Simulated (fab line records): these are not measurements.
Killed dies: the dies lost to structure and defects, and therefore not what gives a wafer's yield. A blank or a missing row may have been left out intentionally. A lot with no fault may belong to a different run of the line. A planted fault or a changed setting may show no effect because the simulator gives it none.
Which of the tools did it? :: flow gf180mcu :: 36 wafers from 12 lots sampled at 5 of the route's 602 steps

== WHAT THE GAUGES READ, wafer by wafer ==
GF_V3_THK_MEAS_25: measures by xrf. Usual: for V3_W_THK the level is 344 nm and the standard deviation is 6.1.
lot: L550
measured: day 22 04:31
on: film-metro-02
V3_W_THK (nm): 349 340 344
flag: 

lot: L551
measured: day 22 20:28
on: film-metro-02
V3_W_THK (nm): 338 338 336
flag: 

lot: L552
measured: day 23 02:58
on: film-metro-04
V3_W_THK (nm): 340 349 350
flag: 

lot: L553
measured: day 23 12:45
on: film-metro-03
V3_W_THK (nm): 342 345 343
flag: 

lot: L556
measured: day 24 16:24
on: film-metro-02
V3_W_THK (nm): 339 341 345
flag: 

lot: L557
measured: day 24 23:12
on: film-metro-03
V3_W_THK (nm): 343 338 345
flag: 

lot: L559
measured: day 25 14:56
on: film-metro-02
V3_W_THK (nm): 336 339 335
flag: 

lot: L561
measured: day 26 09:18
on: film-metro-02
V3_W_THK (nm): 350 350 352
flag: 

lot: L563
measured: day 27 02:20
on: film-metro-03
V3_W_THK (nm): 345 338 348
flag: 

lot: L564
measured: day 27 03:32
on: film-metro-02
V3_W_THK (nm): 337 337 341
flag: 

lot: L565
measured: day 27 16:22
on: film-metro-03
V3_W_THK (nm): 339 340 346
flag: 

lot: L566
measured: day 27 21:13
on: film-metro-03
V3_W_THK (nm): 341 334 334
flag: 

GF_V4_THK_MEAS_03. Usual: for V4_CVD_02_THK the level is 851 nm and the standard deviation is 11.
lot: L550
measured: day 23 05:14
on: film-metro-04
V4_CVD_02_THK (nm): 845 873 868
flag: 

lot: L551
measured: day 23 21:04
on: film-metro-01
V4_CVD_02_THK (nm): 850 858 864
flag: 

lot: L552
measured: day 24 03:16
on: film-metro-04
V4_CVD_02_THK (nm): 848 847 858
flag: 

lot: L553
measured: day 24 13:10
on: film-metro-02
V4_CVD_02_THK (nm): 841 833 844
flag: 

lot: L556
measured: day 25 15:37
on: film-metro-04
V4_CVD_02_THK (nm): 855 857 860
flag: 

lot: L557
measured: day 25 22:23
on: film-metro-01
V4_CVD_02_THK (nm): 850 844 856
flag: 

lot: L559
measured: day 26 12:50
on: film-metro-02
V4_CVD_02_THK (nm): 846 847 872
flag: 

lot: L561
measured: day 27 07:18
on: film-metro-04
V4_CVD_02_THK (nm): 856 852 849
flag: 

lot: L563
measured: day 28 00:22
on: film-metro-04
V4_CVD_02_THK (nm): 863 844 868
flag: 

lot: L564
measured: day 28 01:29
on: film-metro-01
V4_CVD_02_THK (nm): 350 367 375
flag: OFF

lot: L565
measured: day 28 13:13
on: film-metro-01
V4_CVD_02_THK (nm): 830 850 384
flag: OFF

lot: L566
measured: day 28 18:16
on: film-metro-02
V4_CVD_02_THK (nm): 843 838 868
flag: 

== WHICH TOOL RAN EACH LOT (tool, then ch and the chambers of the sampled wafers, then the start) ==
lot: L550
GF_V3_CVD_23: cvd-w-02 ch 0,1, day 22 04:16
GF_V3_CMP_26: cmp-02 ch 1,2,3, day 22 04:34
GF_V4_CVD_02: pecvd-03 ch 1,2, day 23 05:09

lot: L551
GF_V3_CVD_23: cvd-w-01 ch 0,1, day 22 20:14
GF_V3_CMP_26: cmp-01 ch 1,2, day 22 20:31
GF_V4_CVD_02: pecvd-02 ch 0,1,2, day 23 21:01

lot: L552
GF_V3_CVD_23: cvd-w-01 ch 0,1, day 23 02:44
GF_V3_CMP_26: cmp-01 ch 1,2, day 23 03:02
GF_V4_CVD_02: pecvd-03 ch 1,2, day 24 03:11

lot: L553
GF_V3_CVD_23: cvd-w-01 ch 0,1, day 23 12:31
GF_V3_CMP_26: cmp-01 ch 1,2,3, day 23 12:49
GF_V4_CVD_02: pecvd-01 ch 0,1,2, day 24 13:07

lot: L556
GF_V3_CVD_23: cvd-w-01 ch 0,1, day 24 16:10
GF_V3_CMP_26: cmp-02 ch 1,2,3, day 24 16:34
GF_V4_CVD_02: pecvd-03 ch 0,1, day 25 15:32

lot: L557
GF_V3_CVD_23: cvd-w-01 ch 0,1, day 24 22:58
GF_V3_CMP_26: cmp-02 ch 0,1,3, day 24 23:33
GF_V4_CVD_02: pecvd-03 ch 1,2, day 25 22:19

lot: L559
GF_V3_CVD_23: cvd-w-01 ch 0,1, day 25 14:42
GF_V3_CMP_26: cmp-01 ch 0,2,3, day 25 15:05
GF_V4_CVD_02: pecvd-02 ch 0,1, day 26 12:46

lot: L561
GF_V3_CVD_23: cvd-w-02 ch 0,1, day 26 09:04
GF_V3_CMP_26: cmp-01 ch 1,3, day 26 09:22
GF_V4_CVD_02: pecvd-03 ch 0,1, day 27 07:14

lot: L563
GF_V3_CVD_23: cvd-w-02 ch 0,1, day 27 02:07
GF_V3_CMP_26: cmp-02 ch 1,2,3, day 27 02:28
GF_V4_CVD_02: pecvd-01 ch 0,1,2, day 28 00:18

lot: L564
GF_V3_CVD_23: cvd-w-01 ch 0,1, day 27 03:18
GF_V3_CMP_26: cmp-01 ch 0,1, day 27 03:35
GF_V4_CVD_02: pecvd-01 ch 0,1, day 28 01:24

lot: L565
GF_V3_CVD_23: cvd-w-02 ch 0,1, day 27 16:02
GF_V3_CMP_26: cmp-02 ch 0,3, day 27 16:34
GF_V4_CVD_02: pecvd-01 ch 0,1, day 28 13:09

lot: L566
GF_V3_CVD_23: cvd-w-01 ch 0,1, day 27 20:58
GF_V3_CMP_26: cmp-02 ch 0,1, day 27 21:16
GF_V4_CVD_02: pecvd-03 ch 0,1,2, day 28 18:12
- GF_V3_CVD_23: deposits W, target thk 350 nm, time 104.9 s.
- GF_V3_CMP_26: polishes, stops on SiO2, t overpolish 15 s, target thk 0 nm.
- GF_V4_CVD_02: deposits SiO2 from TEOS, target thk 850 nm, time 94.851 s.

== WHAT THE TOOLS THEMSELVES READ (means of the sampled wafers that have a number; where no wafer has one, the mark that the record gives instead) ==
GF_V3_CVD_23. Usual: heater-power-w reads 904 W (standard deviation 88).
lot: L550
tool: cvd-w-02
heater-power-w (W): 933
flag: 

lot: L551
tool: cvd-w-01
heater-power-w (W): 846
flag: 

lot: L552
tool: cvd-w-01
heater-power-w (W): 887
flag: 

lot: L553
tool: cvd-w-01
heater-power-w (W): 836
flag: 

lot: L556
tool: cvd-w-01
heater-power-w (W): 846
flag: 

lot: L557
tool: cvd-w-01
heater-power-w (W): 882
flag: 

lot: L559
tool: cvd-w-01
heater-power-w (W): 839
flag: 

lot: L561
tool: cvd-w-02
heater-power-w (W): 930
flag: 

lot: L563
tool: cvd-w-02
heater-power-w (W): 940
flag: 

lot: L564
tool: cvd-w-01
heater-power-w (W): 892
flag: 

lot: L565
tool: cvd-w-02
heater-power-w (W): 980
flag: 

lot: L566
tool: cvd-w-01
heater-power-w (W): 838
flag: 

GF_V3_CMP_26. Usual: head-pressure-psi 3.501 psi, standard deviation 0.0075; motor-current-A 11.1 A, standard deviation 1.6; overpolish-run-s 14.999 s, standard deviation 0.0093; time-to-endpoint-s 85.4 s, standard deviation 2.8.
lot: L550
tool: cmp-02
head-pressure-psi (psi): 3.490
motor-current-A (A): 12.0
overpolish-run-s (s): 15.000
time-to-endpoint-s (s): 88.3
flag: 

lot: L551
tool: cmp-01
head-pressure-psi (psi): 3.500
motor-current-A (A): 11.5
overpolish-run-s (s): 15.008
time-to-endpoint-s (s): 86.6
flag: 

lot: L552
tool: cmp-01
head-pressure-psi (psi): 3.506
motor-current-A (A): 11.4
overpolish-run-s (s): 14.999
time-to-endpoint-s (s): 86.6
flag: 

lot: L553
tool: cmp-01
head-pressure-psi (psi): 3.502
motor-current-A (A): 11.4
overpolish-run-s (s): 14.996
time-to-endpoint-s (s): 84.4
flag: 

lot: L556
tool: cmp-02
head-pressure-psi (psi): 3.504
motor-current-A (A): 12.0
overpolish-run-s (s): 14.999
time-to-endpoint-s (s): 82.5
flag: 

lot: L557
tool: cmp-02
head-pressure-psi (psi): 3.507
motor-current-A (A): 11.5
overpolish-run-s (s): 14.999
time-to-endpoint-s (s): 84.9
flag: 

lot: L559
tool: cmp-01
head-pressure-psi (psi): 3.499
motor-current-A (A): 10.6
overpolish-run-s (s): 15.007
time-to-endpoint-s (s): 83.3
flag: 

lot: L561
tool: cmp-01
head-pressure-psi (psi): 3.502
motor-current-A (A): 11.5
overpolish-run-s (s): 14.994
time-to-endpoint-s (s): 89.6
flag: 

lot: L563
tool: cmp-02
head-pressure-psi (psi): 3.503
motor-current-A (A): 12.1
overpolish-run-s (s): 15.000
time-to-endpoint-s (s): 80.1
flag: 

lot: L564
tool: cmp-01
head-pressure-psi (psi): 3.496
motor-current-A (A): 10.2
overpolish-run-s (s): 14.998
time-to-endpoint-s (s): 86.5
flag: 

lot: L565
tool: cmp-02
head-pressure-psi (psi): 3.505
motor-current-A (A): 9.8
overpolish-run-s (s): 15.010
time-to-endpoint-s (s): 88.2
flag: 

lot: L566
tool: cmp-02
head-pressure-psi (psi): 3.495
motor-current-A (A): 11.6
overpolish-run-s (s): 14.995
time-to-endpoint-s (s): 83.2
flag: 

GF_V4_CVD_02. Usual: heater-power-w reads 630 W (standard deviation 100).
lot: L550
tool: pecvd-03
heater-power-w (W): 674
flag: 

lot: L551
tool: pecvd-02
heater-power-w (W): 670
flag: 

lot: L552
tool: pecvd-03
heater-power-w (W): 664
flag: 

lot: L553
tool: pecvd-01
heater-power-w (W): 584
flag: 

lot: L556
tool: pecvd-03
heater-power-w (W): 528
flag: 

lot: L557
tool: pecvd-03
heater-power-w (W): 671
flag: 

lot: L559
tool: pecvd-02
heater-power-w (W): 683
flag: 

lot: L561
tool: pecvd-03
heater-power-w (W): 619
flag: 

lot: L563
tool: pecvd-01
heater-power-w (W): 614
flag: 

lot: L564
tool: pecvd-01
heater-power-w (W): 588
flag: 

lot: L565
tool: pecvd-01
heater-power-w (W): 619
flag: 

lot: L566
tool: pecvd-03
heater-power-w (W): 638
flag: 

== THE ANSWER, worked out from the rows above alone ==
Rule: a lot is off if the mean of its wafers that have a number lies more than 3 standard deviations from the usual mean. A lot without any number at a reading at which 4 lots or more have one is off too. All remaining lots with rows at the step are treated as sound. After the gauges, taken in route order, come the tools' own readings; for these a lot's mean is taken, as printed above. At the first step where some lot is off, the reading lying furthest off is the one used; lots without a number count as furthest.
Off: L564, L565, seen at GF_V4_THK_MEAS_03 (V4_CVD_02_THK).
If a tool, at a process step before that reading, ran all the lots that are off and no sound lot after the first of them, it fits. Those tools and the gauges at GF_V4_THK_MEAS_03 are tried in the same way. Can't be told from this: 2 tools fit, pecvd-01 at GF_V4_CVD_02, film-metro-01 at GF_V4_THK_MEAS_03.

== WHAT HAD BEEN PUT IN BY THE SIMULATOR ==
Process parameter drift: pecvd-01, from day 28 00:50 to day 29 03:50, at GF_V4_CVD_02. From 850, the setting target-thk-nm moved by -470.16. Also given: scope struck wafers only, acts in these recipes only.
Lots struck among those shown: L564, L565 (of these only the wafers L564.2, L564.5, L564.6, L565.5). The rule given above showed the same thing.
